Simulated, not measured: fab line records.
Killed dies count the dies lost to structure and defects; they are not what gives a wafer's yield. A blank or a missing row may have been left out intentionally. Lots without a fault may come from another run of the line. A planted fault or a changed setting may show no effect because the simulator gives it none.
Tool commonality check | flow gf180mcu | 14 lots and 42 wafers in the sample

== REASON FOR OPENING ==
GF_VT_IMPLANT_TW_MEAS_10, reading VT_IMPLANT_TW: flagged on 2 of 14 lots. Wafers without a fault read 565, standard deviation 5.5.
Rule: a lot gets a flag if all its wafers with a number sit over 4 standard deviations from that mean, or if no wafer of it has a number. As for the other lots, they are considered sound.

lot  | measured     | on            | VT_IMPLANT_TW, wafer by wafer | flag
L106 | day 5 19:40  | film-metro-01 | 567 569 569                   |
L107 | day 5 21:04  | film-metro-01 | 569 571 569                   |
L108 | day 6 03:49  | film-metro-01 | 570 571 572                   |
L109 | day 6 08:41  | film-metro-01 | 569 571 572                   |
L110 | day 6 17:47  | film-metro-02 | 557 561 560                   |
L111 | day 6 22:16  | film-metro-02 | 557 558 556                   |
L112 | day 7 03:46  | film-metro-03 | 564 559 559                   |
L113 | day 7 13:01  | film-metro-03 | 559 559 563                   |
L114 | day 7 17:29  | film-metro-01 | 574 571 569                   |
L115 | day 8 04:35  | film-metro-01 | 571 571 570                   |
L116 | day 8 07:13  | film-metro-03 | 566 568 570                   |
L117 | day 8 15:10  | film-metro-03 | 565 564 564                   |
L121 | day 9 16:40  | film-metro-01 | 30 30 30                      | FLAGGED
L123 | day 10 04:25 | film-metro-03 | 30 30 30                      | FLAGGED
Average over the flagged lots: 30; offset from the usual -535, equal to -97 standard deviations.

== TOOL THAT RAN EACH LOT ==
2 process steps preceding the reading are held in the record, out of 602 steps in the route. Each cell gives the tool, then ch followed by the chambers the sampled wafers passed through, then the start.
lot  | flag    | GF_MVSD_STRIP_10                    | GF_VT_IMPLANT_DEVELOP_06
L106 |         | plasma-asher-01 ch 0,1, day 4 13:57 | litho-track-04 ch 0, day 5 19:13
L107 |         | plasma-asher-01 ch 0, day 4 15:54   | litho-track-02 ch 0, day 5 20:38
L108 |         | plasma-asher-01 ch 0,1, day 4 21:40 | litho-track-03 ch 0, day 6 03:25
L109 |         | plasma-asher-02 ch 0,1, day 5 03:00 | litho-track-03 ch 0, day 6 08:16
L110 |         | plasma-asher-02 ch 0,1, day 5 11:29 | litho-track-03 ch 0, day 6 17:22
L111 |         | plasma-asher-02 ch 0,1, day 5 16:17 | litho-track-03 ch 0, day 6 21:53
L112 |         | plasma-asher-01 ch 1, day 5 20:30   | litho-track-04 ch 0, day 7 03:20
L113 |         | plasma-asher-01 ch 0,1, day 6 04:57 | litho-track-02 ch 0, day 7 12:35
L114 |         | plasma-asher-01 ch 0,1, day 6 10:09 | litho-track-03 ch 0, day 7 17:04
L115 |         | plasma-asher-01 ch 0, day 6 19:36   | litho-track-03 ch 0, day 8 04:10
L116 |         | plasma-asher-01 ch 0,1, day 6 23:53 | litho-track-02 ch 0, day 8 06:47
L117 |         | plasma-asher-01 ch 0,1, day 7 05:34 | litho-track-02 ch 0, day 8 14:46
L121 | FLAGGED | plasma-asher-01 ch 0,1, day 8 06:00 | litho-track-02 ch 0, day 9 16:14
L123 | FLAGGED | plasma-asher-02 ch 0,1, day 8 16:30 | litho-track-02 ch 0, day 10 03:59
What these steps do:
- GF_MVSD_STRIP_10: strips in O2/N2.
- GF_VT_IMPLANT_DEVELOP_06: develop time 60 s.
- GF_VT_IMPLANT_TW_MEAS_10

== FLAGGED OVER TOTAL, TOOL BY TOOL (the gauges that took the reading come last) ==
step                     | tool            | lots run | flagged | share of the flagged lots | sound lots run after its first flagged lot
GF_MVSD_STRIP_10         | plasma-asher-01 | 10       | 1       | some                      | 0
GF_MVSD_STRIP_10         | plasma-asher-02 | 4        | 1       | some                      | 0
GF_VT_IMPLANT_DEVELOP_06 | litho-track-02  | 6        | 2       | all                       | 0
GF_VT_IMPLANT_DEVELOP_06 | litho-track-03  | 6        | 0       | none                      | -
GF_VT_IMPLANT_DEVELOP_06 | litho-track-04  | 2        | 0       | none                      | -
GF_VT_IMPLANT_TW_MEAS_10 | film-metro-01   | 7        | 1       | some                      | 0
GF_VT_IMPLANT_TW_MEAS_10 | film-metro-02   | 2        | 0       | none                      | -
GF_VT_IMPLANT_TW_MEAS_10 | film-metro-03   | 5        | 1       | some                      | 0

== WHAT THE TABLE PERMITS ==
1 row of the table ran every flagged lot: litho-track-02 at GF_VT_IMPLANT_DEVELOP_06.
- litho-track-02 at GF_VT_IMPLANT_DEVELOP_06: 2 of its 6 lots flagged. Its last sound lot is L117 (day 8 14:46), its first flagged lot L121 (day 9 16:14): a fault that began between those two fits.
One tool is left: litho-track-02 at GF_VT_IMPLANT_DEVELOP_06.

== WHAT HAD BEEN PUT IN BY THE SIMULATOR ==
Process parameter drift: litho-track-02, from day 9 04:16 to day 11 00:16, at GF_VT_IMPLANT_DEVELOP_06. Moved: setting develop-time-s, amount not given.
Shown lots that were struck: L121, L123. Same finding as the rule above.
